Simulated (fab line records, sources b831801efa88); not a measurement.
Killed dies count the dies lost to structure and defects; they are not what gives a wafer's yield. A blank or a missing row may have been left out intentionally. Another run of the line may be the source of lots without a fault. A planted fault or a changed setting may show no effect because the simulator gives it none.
fab line records -- flow gf180mcu
record: lots: 12, wafers: 36, last_day: 34
route steps=602 shown MVSD@74 HV_LDD@207 CONTACT@314 M1@315
lots that met no fault: from a run of the same line without faults
start_h: the number of hours between the record's first day and the start of the first shown wafer of the lot -- wait_h: time in hours since the lot's previous step -- " as in the row above -- L1.1+2: several wafers, shown together as one row -- - no value, or no start was given -- * or withheld: withheld -- < > ~ a bound
route shown NAME@n: a module of which the file shows steps, and the number in the route of the first -- usual: mean/standard deviation of fault-free wafers -- same: alike in all rows -- chamber/n: place in a boat -- sites: per-site readings -- _std_site: how widely they spread, as a standard deviation -- _edge_site: the outer-site mean with the inner-site mean subtracted -- radius_mm: how far each site lies from the wafer's centre -- mask NAME#n: copy n -- behind: the most recent tool/chamber to have shaped the wafer -- hold: why the lot went on hold/how many hours it stayed there/how the hold came to an end -- device: which transistor (n, p or np) failed to switch -- end of line: tests run on the same wafers once the route is complete -- step lacking rows: just its recipe -- killed: at the first sort, the dies lost to defects and structure; wafer yield is something else -- map: a wafer's dies, x killed, . not, _ none there
set.NAME: the setting as run; set.NAME@STEP: as run at that earlier step -- model.NAME: the simulator's own value behind a step, which no gauge read
steps of the route over a sample of lots; a table a step, a row a wafer
services: a tool's chamber out of use, with start hour (start_h, from the record's first day; less than 0 if before it), hours out, and reason
== steps ==
step: GF_MVSD_IMPLANT_08
recipe: species: P, energy_kev: 400, dose_cm2: 1.6e+13, tilt_deg: 0
usual: beam_energy_keV: 400.02/0.12, tilt_deg: -0.001/0.018
lot.wafer,tool,chamber,start_h,wait_h,beam_energy_keV,tilt_deg
L128.1,implanter-03,0,82.94,0.0,400.07,0.011
L128.2,implanter-03,0,82.94,0.0,400.17,0.009
L128.4,implanter-03,0,82.94,0.0,400.31,0.021
L130.1,implanter-04,0,94.40,0.0,400.14,-0.024
L130.2,implanter-04,0,94.40,0.0,400.05,0.002
L130.4,implanter-04,0,94.40,0.0,399.99,0.007
L133.2,implanter-04,0,112.03,0.0,399.99,-0.028
L133.4,implanter-04,0,112.03,0.0,400.19,0.025
L133.5,implanter-04,0,112.03,0.0,399.87,-0.010
L136.2,implanter-04,0,129.94,0.1,400.11,0.014
L136.4,implanter-04,0,129.94,0.1,399.97,-0.018
L136.5,implanter-04,0,129.94,0.1,400.22,-0.020
L139.1,implanter-04,0,148.54,0.0,400.09,0.003
L139.4,implanter-04,0,148.54,0.0,400.07,0.012
L139.5,implanter-04,0,148.54,0.0,400.18,0.001
L140.3,implanter-04,0,153.15,0.1,319.93,0.031
L140.4,implanter-04,0,153.15,0.1,319.85,-0.016
L140.6,implanter-04,0,153.15,0.1,319.92,0.010
L141.1,implanter-04,0,160.29,0.0,319.68,0.014
L141.2,implanter-04,0,160.29,0.0,319.88,0.003
L141.4,implanter-04,0,160.29,0.0,319.83,0.007
L142.1,implanter-04,0,164.09,0.0,319.99,0.015
L142.3,implanter-04,0,164.09,0.0,319.77,-0.002
L142.5,implanter-04,0,164.09,0.0,319.89,0.011
L144.1,implanter-01,0,176.65,0.0,399.94,0.004
L144.3,implanter-01,0,176.65,0.0,399.90,0.018
L144.5,implanter-01,0,176.65,0.0,399.95,-0.024
L147.2,implanter-03,0,192.33,0.0,400.13,-0.004
L147.3,implanter-03,0,192.33,0.0,399.87,0.004
L147.5,implanter-03,0,192.33,0.0,400.02,-0.004
L149.4,implanter-01,0,205.78,0.1,399.98,0.027
L149.5,implanter-01,0,205.78,0.1,399.83,-0.026
L149.6,implanter-01,0,205.78,0.1,399.90,-0.015
L150.2,implanter-03,0,209.23,0.0,399.80,0.026
L150.3,implanter-03,0,209.23,0.0,400.05,-0.044
L150.6,implanter-03,0,209.23,0.0,399.87,-0.012
step: GF_MVSD_TW_MEAS_11
usual: MVSD_TW: 1576/10
lot.wafer,tool,chamber,start_h,wait_h,MVSD_TW
L128.1,film_metro-01,-,83.42,0.1,1558
L128.2,film_metro-01,-,83.42,0.1,1566
L128.4,film_metro-01,-,83.42,0.1,1559
L130.1,film_metro-02,-,94.80,0.1,1574
L130.2,film_metro-02,-,94.80,0.1,1571
L130.4,film_metro-02,-,94.80,0.1,1571
L133.2,film_metro-02,-,112.41,0.1,1577
L133.4,film_metro-02,-,112.41,0.1,1572
L133.5,film_metro-02,-,112.41,0.1,1572
L136.2,film_metro-01,-,130.34,0.1,1575
L136.4,film_metro-01,-,130.34,0.1,1583
L136.5,film_metro-01,-,130.34,0.1,1575
L139.1,film_metro-04,-,148.94,0.1,1594
L139.4,film_metro-04,-,148.94,0.1,1583
L139.5,film_metro-04,-,148.94,0.1,1593
L140.3,film_metro-01,-,153.52,0.1,1535
L140.4,film_metro-01,-,153.52,0.1,1538
L140.6,film_metro-01,-,153.52,0.1,1545
L141.1,film_metro-04,-,160.69,0.1,1548
L141.2,film_metro-04,-,160.69,0.1,1558
L141.4,film_metro-04,-,160.69,0.1,1555
L142.1,film_metro-01,-,164.49,0.1,1539
L142.3,film_metro-01,-,164.49,0.1,1540
L142.5,film_metro-01,-,164.49,0.1,1541
L144.1,film_metro-02,-,177.16,0.2,1568
L144.3,film_metro-02,-,177.16,0.2,1566
L144.5,film_metro-02,-,177.16,0.2,1559
L147.2,film_metro-01,-,192.71,0.1,1581
L147.3,film_metro-01,-,192.71,0.1,1582
L147.5,film_metro-01,-,192.71,0.1,1591
L149.4,film_metro-04,-,206.13,0.1,1574
L149.5,film_metro-04,-,206.13,0.1,1576
L149.6,film_metro-04,-,206.13,0.1,1588
L150.2,film_metro-04,-,209.61,0.1,1582
L150.3,film_metro-04,-,209.61,0.1,1576
L150.6,film_metro-04,-,209.61,0.1,1572
step: GF_VT_IMPLANT_RS_MEAS_46
recipe: thk_meas_gauge: four-point-probe
usual: MVSD_RS: 456.6/1.1
lot.wafer,tool,chamber,start_h,wait_h,MVSD_RS[ohm/sq]
L128.1,film_metro-04,-,156.06,0.1,456.8
L128.2,film_metro-04,-,156.06,0.1,455.6
L128.4,film_metro-04,-,156.06,0.1,455.5
L130.1,film_metro-02,-,171.31,0.1,456.1
L130.2,film_metro-02,-,171.31,0.1,455.3
L130.4,film_metro-02,-,171.31,0.1,455.4
L133.2,film_metro-02,-,192.38,0.1,454.1
L133.4,film_metro-02,-,192.38,0.1,455.8
L133.5,film_metro-02,-,192.38,0.1,455.4
L136.2,film_metro-04,-,213.03,0.1,454.6
L136.4,film_metro-04,-,213.03,0.1,456.0
L136.5,film_metro-04,-,213.03,0.1,455.9
L139.1,film_metro-04,-,233.87,0.1,456.5
L139.4,film_metro-04,-,233.87,0.1,455.9
L139.5,film_metro-04,-,233.87,0.1,456.0
L140.3,film_metro-02,-,239.55,0.1,479.6
L140.4,film_metro-02,-,239.55,0.1,479.0
L140.6,film_metro-02,-,239.55,0.1,477.9
L141.1,film_metro-02,-,244.96,0.2,477.0
L141.2,film_metro-02,-,244.96,0.2,477.6
L141.4,film_metro-02,-,244.96,0.2,475.7
L142.1,film_metro-01,-,252.77,0.1,478.5
L142.3,film_metro-01,-,252.77,0.1,478.8
L142.5,film_metro-01,-,252.77,0.1,479.3
L144.1,film_metro-02,-,265.61,0.1,457.3
L144.3,film_metro-02,-,265.61,0.1,458.5
L144.5,film_metro-02,-,265.61,0.1,458.0
L147.2,film_metro-04,-,284.33,0.1,456.1
L147.3,film_metro-04,-,284.33,0.1,456.0
L147.5,film_metro-04,-,284.33,0.1,455.9
L149.4,film_metro-02,-,301.42,0.1,456.0
L149.5,film_metro-02,-,301.42,0.1,456.6
L149.6,film_metro-02,-,301.42,0.1,456.8
L150.2,film_metro-01,-,304.78,0.1,457.2
L150.3,film_metro-01,-,304.78,0.1,456.7
L150.6,film_metro-01,-,304.78,0.1,456.5
step: GF_HV_LDD_CD_MEAS_31
recipe: target_cd_nm: 400
usual: cd_nm: 399.4/2.3
lot.wafer,tool,chamber,start_h,wait_h,cd_nm
L128.1,cd_sem-01,-,246.91,0.1,398.6
L128.2,cd_sem-01,-,246.91,0.1,399.2
L128.4,cd_sem-01,-,246.91,0.1,398.6
L130.1,cd_sem-01,-,266.45,0.1,395.4
L130.2,cd_sem-01,-,266.45,0.1,398.7
L130.4,cd_sem-01,-,266.45,0.1,395.2
L133.2,cd_sem-02,-,293.93,0.1,403.9
L133.4,cd_sem-02,-,293.93,0.1,403.0
L133.5,cd_sem-02,-,293.93,0.1,403.4
L136.2,cd_sem-01,-,315.12,0.1,398.3
L136.4,cd_sem-01,-,315.12,0.1,399.4
L136.5,cd_sem-01,-,315.12,0.1,400.9
L139.1,cd_sem-02,-,339.81,0.1,396.7
L139.4,cd_sem-02,-,339.81,0.1,397.8
L139.5,cd_sem-02,-,339.81,0.1,398.4
L140.3,cd_sem-01,-,350.29,0.1,398.4
L140.4,cd_sem-01,-,350.29,0.1,397.1
L140.6,cd_sem-01,-,350.29,0.1,397.6
L141.1,cd_sem-02,-,353.51,0.1,398.5
L141.2,cd_sem-02,-,353.51,0.1,400.0
L141.4,cd_sem-02,-,353.51,0.1,398.0
L142.1,cd_sem-02,-,361.65,0.1,397.3
L142.3,cd_sem-02,-,361.65,0.1,397.8
L142.5,cd_sem-02,-,361.65,0.1,399.3
L144.1,cd_sem-02,-,382.66,0.1,401.4
L144.3,cd_sem-02,-,382.66,0.1,398.9
L144.5,cd_sem-02,-,382.66,0.1,400.8
L147.2,cd_sem-01,-,404.13,0.1,400.3
L147.3,cd_sem-01,-,404.13,0.1,402.4
L147.5,cd_sem-01,-,404.13,0.1,400.8
L149.4,cd_sem-01,-,420.27,0.1,401.0
L149.5,cd_sem-01,-,420.27,0.1,401.0
L149.6,cd_sem-01,-,420.27,0.1,400.1
L150.2,cd_sem-01,-,429.17,0.1,398.4
L150.3,cd_sem-01,-,429.17,0.1,402.3
L150.6,cd_sem-01,-,429.17,0.1,398.5
step: GF_CONTACT_CMP_27
recipe: stop_on: SiO2, down_force_psi: 3.5, platen_rpm: 60, t_overpolish_s: 15, target_thk_nm: 0, pad_velocity_m_s: 0.94248
usual: edge_zone_pressure_frac: 1.000/0.005, motor_current_A: 11.3/1.2, overpolish_run_s: 15.000/0.0088, time_to_endpoint_s: 72/3.1
lot.wafer,tool,chamber,start_h,wait_h,edge_zone_pressure_frac,motor_current_A,overpolish_run_s,time_to_endpoint_s
L128.1,cmp-02,2,356.81,0.1,1.000,11.5,14.992,66
L128.2,cmp-02,3,356.81,0.1,0.996,10.9,15.003,71
L128.4,cmp-02,0,356.81,0.1,0.998,9.3,14.997,72
L130.4,cmp-02,1,377.86,0.0,1.001,11.7,15.006,74
L130.2,cmp-02,2,377.86,0.0,0.999,11.9,15.006,77
L130.1,cmp-02,0,377.86,0.0,0.992,9.9,15.006,73
L133.4,cmp-01,3,409.82,0.2,0.995,12.4,14.991,77
L133.2,cmp-01,2,409.82,0.2,1.000,10.7,15.011,76
L133.5,cmp-01,0,409.82,0.2,1.001,12.5,14.985,74
L136.4,cmp-02,2,433.97,0.1,0.992,11.6,15.001,72
L136.2,cmp-02,3,433.97,0.1,0.996,10.6,15.008,71
L136.5,cmp-02,1,433.97,0.1,0.998,11.7,14.995,73
L139.1,cmp-01,2,463.39,0.1,1.002,10.6,15.004,71
L139.4,cmp-01,3,463.39,0.1,0.995,13.2,15.010,75
L139.5,cmp-01,3,463.39,0.1,1.000,12.7,15.008,75
L140.3,cmp-01,2,475.61,0.0,0.998,10.6,14.995,66
L140.4,cmp-01,1,475.61,0.0,1.004,10.5,14.995,67
L140.6,cmp-01,2,475.61,0.0,1.000,10.2,14.991,66
L141.4,cmp-02,1,479.31,0.1,0.996,11.5,14.999,78
L141.2,cmp-02,2,479.31,0.1,0.999,11.5,15.013,76
L141.1,cmp-02,3,479.31,0.1,0.998,11.0,15.017,76
L142.3,cmp-01,0,485.86,0.0,0.995,12.8,14.997,69
L142.1,cmp-01,2,485.86,0.0,1.008,10.7,15.006,68
L142.5,cmp-01,0,485.86,0.0,1.000,12.2,14.992,67
L144.3,cmp-01,2,508.10,0.0,0.995,10.7,14.999,68
L144.1,cmp-01,0,508.10,0.0,1.001,12.6,15.007,68
L144.5,cmp-01,2,508.10,0.0,0.995,10.8,15.007,70
L147.3,cmp-01,2,529.95,0.1,1.004,10.2,14.997,71
L147.2,cmp-01,0,529.95,0.1,0.997,12.4,14.988,71
L147.5,cmp-01,2,529.95,0.1,1.009,10.7,14.992,69
L149.4,cmp-02,2,547.56,0.1,0.996,11.5,15.014,74
L149.6,cmp-02,0,547.56,0.1,0.993,9.0,15.005,70
L149.5,cmp-02,1,547.56,0.1,1.003,11.9,15.000,70
L150.3,cmp-01,1,554.86,0.1,0.994,9.9,15.007,75
L150.2,cmp-01,3,554.86,0.1,1.010,12.4,14.987,76
L150.6,cmp-01,1,554.86,0.1,0.996,10.1,15.018,74
step: GF_M1_SPUTTER_00
recipe: material: Ti, target_thk_nm: 37.5, arriving_ion_energy_ev: 80, substrate_temp_c: 200, chamber_pressure_pa: 2, power_w: 4000, time_s: 150
usual: throttle_valve_pct: 29.6/1.1
lot.wafer,tool,chamber,start_h,wait_h,throttle_valve_pct
L128.1,pvd_sputter-04,-,357.11,0.2,29.1
L128.2,pvd_sputter-04,-,357.11,0.2,30.8
L128.4,pvd_sputter-04,-,357.11,0.2,28.0
L130.1,pvd_sputter-02,-,378.16,0.1,28.1
L130.2,pvd_sputter-02,-,378.16,0.1,30.2
L130.4,pvd_sputter-02,-,378.16,0.1,29.3
L133.2,pvd_sputter-04,-,410.12,0.1,28.9
L133.4,pvd_sputter-04,-,410.12,0.1,27.9
L133.5,pvd_sputter-04,-,410.12,0.1,28.3
L136.2,pvd_sputter-04,-,434.22,0.1,29.3
L136.4,pvd_sputter-04,-,434.22,0.1,29.3
L136.5,pvd_sputter-04,-,434.22,0.1,30.8
L139.1,pvd_sputter-02,-,463.69,0.2,30.2
L139.4,pvd_sputter-02,-,463.69,0.2,27.9
L139.5,pvd_sputter-02,-,463.69,0.2,30.0
L140.3,pvd_sputter-02,-,475.91,0.2,31.5
L140.4,pvd_sputter-02,-,475.91,0.2,30.1
L140.6,pvd_sputter-02,-,475.91,0.2,29.6
L141.1,pvd_sputter-02,-,479.56,0.1,31.5
L141.2,pvd_sputter-02,-,479.56,0.1,29.7
L141.4,pvd_sputter-02,-,479.56,0.1,28.1
L142.1,pvd_sputter-02,-,486.16,0.1,28.1
L142.3,pvd_sputter-02,-,486.16,0.1,30.0
L142.5,pvd_sputter-02,-,486.16,0.1,28.1
L144.1,pvd_sputter-03,-,508.40,0.1,31.3
L144.3,pvd_sputter-03,-,508.40,0.1,30.2
L144.5,pvd_sputter-03,-,508.40,0.1,31.6
L147.2,pvd_sputter-04,-,530.20,0.1,28.2
L147.3,pvd_sputter-04,-,530.20,0.1,29.3
L147.5,pvd_sputter-04,-,530.20,0.1,28.0
L149.4,pvd_sputter-04,-,547.76,0.1,29.1
L149.5,pvd_sputter-04,-,547.76,0.1,28.0
L149.6,pvd_sputter-04,-,547.76,0.1,30.8
L150.2,pvd_sputter-02,-,555.11,0.1,30.2
L150.3,pvd_sputter-02,-,555.11,0.1,31.5
L150.6,pvd_sputter-02,-,555.11,0.1,28.2
== services ==
tool,chamber,start_h,hours,kind
cmp-02,-,59.97,1.8,repair
cmp-01,-,65.82,4.0,pm
cmp-01,-,70.84,0.3,repair
cmp-01,-,88.88,8.6,pm
cmp-01,-,109.74,4.6,pm
cmp-02,-,120.81,0.6,repair
pvd_sputter-04,-,154.35,25.3,repair
cmp-02,-,154.81,21.5,pm
cmp-01,-,241.89,0.8,repair
pvd_sputter-02,-,272.46,3.5,repair
implanter-04,-,313.36,28.2,repair
pvd_sputter-02,-,333.51,23.9,repair
implanter-04,-,359.01,4.7,repair
pvd_sputter-02,-,383.61,40.9,repair
pvd_sputter-02,-,391.13,2.0,repair
cmp-01,-,396.87,5.2,pm
cmp-01,-,405.82,4.0,pm
pvd_sputter-02,-,405.90,9.4,repair
implanter-04,-,418.32,3.5,pm
cmp-01,-,420.08,0.8,repair
implanter-04,-,434.34,0.7,repair
cmp-01,-,457.59,1.7,repair
cmp-01,-,478.74,3.7,pm
implanter-04,-,501.73,5.2,pm
== key ==
first_sign: step: GF_MVSD_IMPLANT_08, reading: beam_energy_keV, direction: down, sigmas: 99+, usual: 400.02, struck: 319.86
effect: step: GF_MVSD_TW_MEAS_11, reading: MVSD_TW, direction: down, sigmas: 3, usual: 1576, struck: 1544
effect: step: GF_VT_IMPLANT_RS_MEAS_46, reading: MVSD_RS, direction: up, sigmas: 19, usual: 456.6, struck: 478.2
met_at GF_MVSD_IMPLANT_08
struck_lots L140,L141,L142
tester_left_out L140,L141,L142
not_acting_at GF_HV_LDD_CD_MEAS_31,GF_CONTACT_CMP_27,GF_M1_SPUTTER_00
onset_between 148.54 153.15
fault: kind: process_parameter_drift, tool: implanter-04, chamber: -, onset_h: 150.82, steps: GF_MVSD_IMPLANT_08, channel: energy_kev, offset: -80.112, shape: step, end_h: 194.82, acts_in: these_recipes_only, stated: 400
tester_left_out: of these lots the tester's yield and bins aren't shown, on N5 and GAA mostly nor the transistor test; their killed dies are dies lost to structure and defects alone, not to doping, threshold or leakage, so they don't give the yield
